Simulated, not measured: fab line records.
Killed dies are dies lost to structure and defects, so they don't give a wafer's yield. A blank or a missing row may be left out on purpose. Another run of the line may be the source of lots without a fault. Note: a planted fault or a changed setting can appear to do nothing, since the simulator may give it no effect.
Shared-tool check | flow sky130 | 11 lots, 33 wafers sampled

## WHAT PROMPTED THE OPENING
Of 11 lots, 2 have the reading SPACER_CVD_00_THK flagged at SKY_SPACER_THK_MEAS_01. Fault-free wafers read 43.0 nm, with a standard deviation of 0.35.
Rule: a lot is flagged in two cases, either no wafer of it has a number, or all its wafers with numbers fall more than 4 standard deviations from that mean. All remaining lots are regarded as sound.

lot  | measured     | on            | SPACER_CVD_00_THK (nm), wafer by wafer | flag
L496 | day 22 04:32 | film metro-01 | 42.8 42.8 43.1                         |
L497 | day 23 07:54 | film metro-01 | 42.1 42.0 42.1                         |
L500 | day 24 07:29 | film metro-04 | 42.5 42.9 42.6                         |
L499 | day 24 13:38 | film metro-04 | 43.1 43.3 43.4                         |
L501 | day 25 09:47 | film metro-04 | 43.4 43.7 43.3                         |
L502 | day 26 03:33 | film metro-04 | 43.4 43.5 43.3                         |
L504 | day 26 05:49 | film metro-02 | 43.3 43.1 43.3                         |
L503 | day 26 10:55 | film metro-01 | 43.2 43.3 42.9                         |
L505 | day 26 12:07 | film metro-01 | 31.8 32.0 32.3                         | FLAGGED
L506 | day 26 14:24 | film metro-01 | 31.6 31.9 31.9                         | FLAGGED
L519 | day 31 02:28 | film metro-01 | 42.8 42.6 42.8                         |
On average the flagged lots' numbers are 31.9 nm, which is -11.1 nm against the usual, or -32 standard deviations.

## EACH LOT AND THE TOOL IT RAN ON
The record keeps 1 process step preceding the reading, out of 708 steps on the route. Cell contents, in order: the tool; ch with the chambers the sampled wafers went through; the start.
lot  | flag    | SKY_SPACER_CVD_00
L496 |         | lpcvd-02 ch 1, day 22 02:44
L497 |         | lpcvd-02 ch 0, day 23 06:41
L500 |         | lpcvd-02 ch 1, day 24 06:16
L499 |         | lpcvd-02 ch 0, day 24 12:26
L501 |         | lpcvd-02 ch 0, day 25 08:32
L502 |         | lpcvd-02 ch 1, day 26 02:20
L504 |         | lpcvd-02 ch 0, day 26 04:36
L503 |         | lpcvd-02 ch 0, day 26 09:43
L505 | FLAGGED | lpcvd-02 ch 0, day 26 10:55
L506 | FLAGGED | lpcvd-02 ch 1, day 26 13:10
L519 |         | lpcvd-02 ch 1, day 31 01:15
What these steps do:
- SKY_SPACER_CVD_00: deposits Si3N4 from DCS/NH3, target thk 43.1 nm, time 740 s.
- SKY_SPACER_THK_MEAS_01

## FLAGGED OVER TOTAL, TOOL BY TOOL (the gauges that took the reading come last)
step                   | tool          | lots run | flagged | share of the flagged lots | sound lots run after its first flagged lot
SKY_SPACER_CVD_00      | lpcvd-02      | 11       | 2       | all                       | 1 (L519)
SKY_SPACER_THK_MEAS_01 | film metro-01 | 6        | 2       | all                       | 1 (L519)
SKY_SPACER_THK_MEAS_01 | film metro-02 | 1        | 0       | none                      | -
SKY_SPACER_THK_MEAS_01 | film metro-04 | 4        | 0       | none                      | -

## WHAT IS ALLOWED BY THE TABLE
Every flagged lot went through 2 rows of the table: lpcvd-02 at SKY_SPACER_CVD_00 and film metro-01 at SKY_SPACER_THK_MEAS_01.
- lpcvd-02 at SKY_SPACER_CVD_00: 2 of its 11 lots flagged. Sound lots ran on it after the first flagged one (L519), which a lasting fault on the whole tool wouldn't allow. Its own readings (spike tc bottom C, spike tc centre C, spike tc lower C, spike tc top C, spike tc upper C, susceptor temp C) fall more than 4 standard deviations out on all wafers of the flagged lots.
- film metro-01 at SKY_SPACER_THK_MEAS_01: 2 of its 6 lots flagged. Sound lots ran on it after the first flagged one (L519), which a lasting fault on the whole tool wouldn't allow.
Not one row of the table ran every flagged lot while running no sound lot after the first.

## WHAT THE SIMULATOR HAD INSERTED
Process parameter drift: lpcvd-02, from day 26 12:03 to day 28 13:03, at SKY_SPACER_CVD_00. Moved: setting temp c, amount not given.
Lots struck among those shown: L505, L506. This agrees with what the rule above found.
